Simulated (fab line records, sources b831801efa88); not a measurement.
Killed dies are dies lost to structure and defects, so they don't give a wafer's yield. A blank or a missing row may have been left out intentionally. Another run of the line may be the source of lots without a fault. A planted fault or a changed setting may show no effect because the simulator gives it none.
The tool behind it: which one? || flow gf180mcu || 24 lots with 72 wafers sampled at 2 steps, on a route of 602 steps

## WHAT THE GAUGES READ, wafer by wafer
GF_V1_THK_MEAS_25: measures by xrf. Usual: for V1_W_THK the level is 350 nm and the standard deviation is 5.7.
{"lot": "L074", "measured": "day 18 08:34", "on": "filmMetro-02", "V1_W_THK (nm)": "355 344 350", "flag": ""}
{"lot": "L075", "measured": "day 18 20:59", "on": "filmMetro-02", "V1_W_THK (nm)": "350 347 348", "flag": ""}
{"lot": "L076", "measured": "day 19 15:21", "on": "filmMetro-04", "V1_W_THK (nm)": "354 353 354", "flag": ""}
{"lot": "L077", "measured": "day 20 05:59", "on": "filmMetro-01", "V1_W_THK (nm)": "344 342 342", "flag": ""}
{"lot": "L078", "measured": "day 20 06:56", "on": "filmMetro-01", "V1_W_THK (nm)": "340 343 339", "flag": ""}
{"lot": "L079", "measured": "day 20 10:10", "on": "filmMetro-02", "V1_W_THK (nm)": "359 359 357", "flag": ""}
{"lot": "L080", "measured": "day 21 04:45", "on": "filmMetro-01", "V1_W_THK (nm)": "358 366 361", "flag": ""}
{"lot": "L081", "measured": "day 21 11:41", "on": "filmMetro-02", "V1_W_THK (nm)": "357 358 359", "flag": ""}
{"lot": "L082", "measured": "day 21 21:24", "on": "filmMetro-04", "V1_W_THK (nm)": "348 349 353", "flag": ""}
{"lot": "L083", "measured": "day 22 05:57", "on": "filmMetro-02", "V1_W_THK (nm)": "356 361 359", "flag": ""}
{"lot": "L084", "measured": "day 22 13:07", "on": "filmMetro-04", "V1_W_THK (nm)": "357 354 350", "flag": ""}
{"lot": "L085", "measured": "day 22 20:23", "on": "filmMetro-01", "V1_W_THK (nm)": "352 351 351", "flag": ""}
{"lot": "L086", "measured": "day 23 05:20", "on": "filmMetro-01", "V1_W_THK (nm)": "343 341 342", "flag": ""}
{"lot": "L087", "measured": "day 23 09:14", "on": "filmMetro-02", "V1_W_THK (nm)": "348 344 349", "flag": ""}
{"lot": "L088", "measured": "day 23 15:22", "on": "filmMetro-02", "V1_W_THK (nm)": "346 348 345", "flag": ""}
{"lot": "L089", "measured": "day 24 04:19", "on": "filmMetro-02", "V1_W_THK (nm)": "348 343 347", "flag": ""}
{"lot": "L090", "measured": "day 24 09:08", "on": "filmMetro-02", "V1_W_THK (nm)": "355 354 352", "flag": ""}
{"lot": "L091", "measured": "day 24 18:29", "on": "filmMetro-04", "V1_W_THK (nm)": "352 353 352", "flag": ""}
{"lot": "L092", "measured": "day 25 02:35", "on": "filmMetro-04", "V1_W_THK (nm)": "353 355 352", "flag": ""}
{"lot": "L093", "measured": "day 25 05:56", "on": "filmMetro-02", "V1_W_THK (nm)": "341 351 347", "flag": ""}
{"lot": "L094", "measured": "day 25 17:35", "on": "filmMetro-04", "V1_W_THK (nm)": "353 349 358", "flag": ""}
{"lot": "L095", "measured": "day 26 00:19", "on": "filmMetro-02", "V1_W_THK (nm)": "346 353 351", "flag": ""}
{"lot": "L096", "measured": "day 26 12:03", "on": "filmMetro-01", "V1_W_THK (nm)": "338 343 339", "flag": ""}
{"lot": "L097", "measured": "day 26 22:06", "on": "filmMetro-01", "V1_W_THK (nm)": "348 346 347", "flag": ""}

## WHICH TOOL RAN EACH LOT (tool, then ch and the chambers of the sampled wafers, then the start)
{"lot": "L074", "GF_PSD_STRIP_10": "plasmaAsher-02 ch 0,1, day 14 06:50"}
{"lot": "L075", "GF_PSD_STRIP_10": "plasmaAsher-02 ch 0,1, day 14 19:08"}
{"lot": "L076", "GF_PSD_STRIP_10": "plasmaAsher-02 ch 0,1, day 15 10:41"}
{"lot": "L077", "GF_PSD_STRIP_10": "plasmaAsher-02 ch 0,1, day 15 21:40"}
{"lot": "L078", "GF_PSD_STRIP_10": "plasmaAsher-01 ch 0,1, day 15 22:35"}
{"lot": "L079", "GF_PSD_STRIP_10": "plasmaAsher-04 ch 0,1, day 16 04:05"}
{"lot": "L080", "GF_PSD_STRIP_10": "plasmaAsher-04 ch 0,1, day 16 20:49"}
{"lot": "L081", "GF_PSD_STRIP_10": "plasmaAsher-01 ch 0,1, day 17 04:43"}
{"lot": "L082", "GF_PSD_STRIP_10": "plasmaAsher-02 ch 0,1, day 17 13:51"}
{"lot": "L083", "GF_PSD_STRIP_10": "plasmaAsher-02 ch 0,1, day 17 21:26"}
{"lot": "L084", "GF_PSD_STRIP_10": "plasmaAsher-02 ch 0,1, day 18 04:53"}
{"lot": "L085", "GF_PSD_STRIP_10": "plasmaAsher-04 ch 0,1, day 18 12:29"}
{"lot": "L086", "GF_PSD_STRIP_10": "plasmaAsher-02 ch 0,1, day 18 22:28"}
{"lot": "L087", "GF_PSD_STRIP_10": "plasmaAsher-02 ch 0,1, day 19 03:32"}
{"lot": "L088", "GF_PSD_STRIP_10": "plasmaAsher-02 ch 0,1, day 19 09:01"}
{"lot": "L089", "GF_PSD_STRIP_10": "plasmaAsher-02 ch 0, day 19 23:09"}
{"lot": "L090", "GF_PSD_STRIP_10": "plasmaAsher-04 ch 0,1, day 20 03:51"}
{"lot": "L091", "GF_PSD_STRIP_10": "plasmaAsher-01 ch 0,1, day 20 15:18"}
{"lot": "L092", "GF_PSD_STRIP_10": "plasmaAsher-02 ch 0,1, day 21 00:56"}
{"lot": "L093", "GF_PSD_STRIP_10": "plasmaAsher-02 ch 0,1, day 21 04:51"}
{"lot": "L094", "GF_PSD_STRIP_10": "plasmaAsher-01 ch 0,1, day 21 16:53"}
{"lot": "L095", "GF_PSD_STRIP_10": "plasmaAsher-02 ch 0,1, day 22 00:59"}
{"lot": "L096", "GF_PSD_STRIP_10": "plasmaAsher-04 ch 0,1, day 22 12:33"}
{"lot": "L097", "GF_PSD_STRIP_10": "plasmaAsher-04 ch 0,1, day 22 23:29"}
- GF_PSD_STRIP_10: strips in O2/N2.

## WHAT THE TOOLS THEMSELVES READ (means of the sampled wafers that have a number; where no wafer has one, the mark that the record gives instead)
GF_PSD_STRIP_10. Usual: drypumpMotorCurrentA 5.9 A, standard deviation 0.54; heaterPowerW 363 W, standard deviation 31; oesProductAu 0.591 a.u., standard deviation 0.0047; stripTimeToEndpointS 16.52 s, standard deviation 0.034.
{"lot": "L074", "tool": "plasmaAsher-02", "drypumpMotorCurrentA (A)": 6.3, "heaterPowerW (W)": 355, "oesProductAu (a.u.)": 0.592, "stripTimeToEndpointS (s)": 16.49, "flag": ""}
{"lot": "L075", "tool": "plasmaAsher-02", "drypumpMotorCurrentA (A)": 6.3, "heaterPowerW (W)": 351, "oesProductAu (a.u.)": 0.594, "stripTimeToEndpointS (s)": 16.50, "flag": ""}
{"lot": "L076", "tool": "plasmaAsher-02", "drypumpMotorCurrentA (A)": 6.3, "heaterPowerW (W)": 382, "oesProductAu (a.u.)": 0.592, "stripTimeToEndpointS (s)": 16.54, "flag": ""}
{"lot": "L077", "tool": "plasmaAsher-02", "drypumpMotorCurrentA (A)": 6.3, "heaterPowerW (W)": 379, "oesProductAu (a.u.)": 0.593, "stripTimeToEndpointS (s)": 16.49, "flag": ""}
{"lot": "L078", "tool": "plasmaAsher-01", "drypumpMotorCurrentA (A)": 5.3, "heaterPowerW (W)": 384, "oesProductAu (a.u.)": 0.594, "stripTimeToEndpointS (s)": 16.50, "flag": ""}
{"lot": "L079", "tool": "plasmaAsher-04", "drypumpMotorCurrentA (A)": 5.3, "heaterPowerW (W)": 359, "oesProductAu (a.u.)": 0.596, "stripTimeToEndpointS (s)": 16.50, "flag": ""}
{"lot": "L080", "tool": "plasmaAsher-04", "drypumpMotorCurrentA (A)": 5.3, "heaterPowerW (W)": 358, "oesProductAu (a.u.)": 0.593, "stripTimeToEndpointS (s)": 16.53, "flag": ""}
{"lot": "L081", "tool": "plasmaAsher-01", "drypumpMotorCurrentA (A)": 5.1, "heaterPowerW (W)": 370, "oesProductAu (a.u.)": 0.592, "stripTimeToEndpointS (s)": 16.51, "flag": ""}
{"lot": "L082", "tool": "plasmaAsher-02", "drypumpMotorCurrentA (A)": 6.3, "heaterPowerW (W)": 376, "oesProductAu (a.u.)": 0.588, "stripTimeToEndpointS (s)": 16.55, "flag": ""}
{"lot": "L083", "tool": "plasmaAsher-02", "drypumpMotorCurrentA (A)": 6.3, "heaterPowerW (W)": 357, "oesProductAu (a.u.)": 0.588, "stripTimeToEndpointS (s)": 16.51, "flag": ""}
{"lot": "L084", "tool": "plasmaAsher-02", "drypumpMotorCurrentA (A)": 6.3, "heaterPowerW (W)": 350, "oesProductAu (a.u.)": 0.590, "stripTimeToEndpointS (s)": 16.54, "flag": ""}
{"lot": "L085", "tool": "plasmaAsher-04", "drypumpMotorCurrentA (A)": 5.4, "heaterPowerW (W)": 345, "oesProductAu (a.u.)": 0.591, "stripTimeToEndpointS (s)": 16.50, "flag": ""}
{"lot": "L086", "tool": "plasmaAsher-02", "drypumpMotorCurrentA (A)": 6.3, "heaterPowerW (W)": 376, "oesProductAu (a.u.)": 0.590, "stripTimeToEndpointS (s)": 16.49, "flag": ""}
{"lot": "L087", "tool": "plasmaAsher-02", "drypumpMotorCurrentA (A)": 6.3, "heaterPowerW (W)": 353, "oesProductAu (a.u.)": 0.589, "stripTimeToEndpointS (s)": 16.52, "flag": ""}
{"lot": "L088", "tool": "plasmaAsher-02", "drypumpMotorCurrentA (A)": 6.4, "heaterPowerW (W)": 383, "oesProductAu (a.u.)": 0.587, "stripTimeToEndpointS (s)": 16.56, "flag": ""}
{"lot": "L089", "tool": "plasmaAsher-02", "drypumpMotorCurrentA (A)": 6.3, "heaterPowerW (W)": 400, "oesProductAu (a.u.)": 0.597, "stripTimeToEndpointS (s)": 16.54, "flag": ""}
{"lot": "L090", "tool": "plasmaAsher-04", "drypumpMotorCurrentA (A)": 5.3, "heaterPowerW (W)": 353, "oesProductAu (a.u.)": 0.593, "stripTimeToEndpointS (s)": 16.54, "flag": ""}
{"lot": "L091", "tool": "plasmaAsher-01", "drypumpMotorCurrentA (A)": 5.3, "heaterPowerW (W)": 380, "oesProductAu (a.u.)": 0.591, "stripTimeToEndpointS (s)": 16.53, "flag": ""}
{"lot": "L092", "tool": "plasmaAsher-02", "drypumpMotorCurrentA (A)": 6.3, "heaterPowerW (W)": 353, "oesProductAu (a.u.)": 0.589, "stripTimeToEndpointS (s)": 16.47, "flag": ""}
{"lot": "L093", "tool": "plasmaAsher-02", "drypumpMotorCurrentA (A)": 6.4, "heaterPowerW (W)": 376, "oesProductAu (a.u.)": 0.593, "stripTimeToEndpointS (s)": 16.53, "flag": ""}
{"lot": "L094", "tool": "plasmaAsher-01", "drypumpMotorCurrentA (A)": 5.1, "heaterPowerW (W)": 367, "oesProductAu (a.u.)": 0.591, "stripTimeToEndpointS (s)": 16.51, "flag": ""}
{"lot": "L095", "tool": "plasmaAsher-02", "drypumpMotorCurrentA (A)": 6.4, "heaterPowerW (W)": 369, "oesProductAu (a.u.)": 0.590, "stripTimeToEndpointS (s)": 16.44, "flag": ""}
{"lot": "L096", "tool": "plasmaAsher-04", "drypumpMotorCurrentA (A)": 5.3, "heaterPowerW (W)": 355, "oesProductAu (a.u.)": 0.593, "stripTimeToEndpointS (s)": 16.54, "flag": ""}
{"lot": "L097", "tool": "plasmaAsher-04", "drypumpMotorCurrentA (A)": 5.4, "heaterPowerW (W)": 345, "oesProductAu (a.u.)": 0.592, "stripTimeToEndpointS (s)": 16.56, "flag": ""}

## THE ANSWER, worked out from the rows above alone
Rule: a lot is off if the mean of its wafers that have a number lies more than 3 standard deviations from the usual mean. A lot without any number at a reading at which 4 lots or more have one is off too. All remaining lots with rows at the step are treated as sound. After the gauges, taken in route order, come the tools' own readings; for these a lot's mean is taken, as printed above. The first step at which some lot is off is used, and at that step the reading that is off furthest; a lot without a number counts as furthest.
Across all readings shown, no lot is off: no conclusion can be drawn from this.

## WHAT HAD BEEN PUT IN BY THE SIMULATOR
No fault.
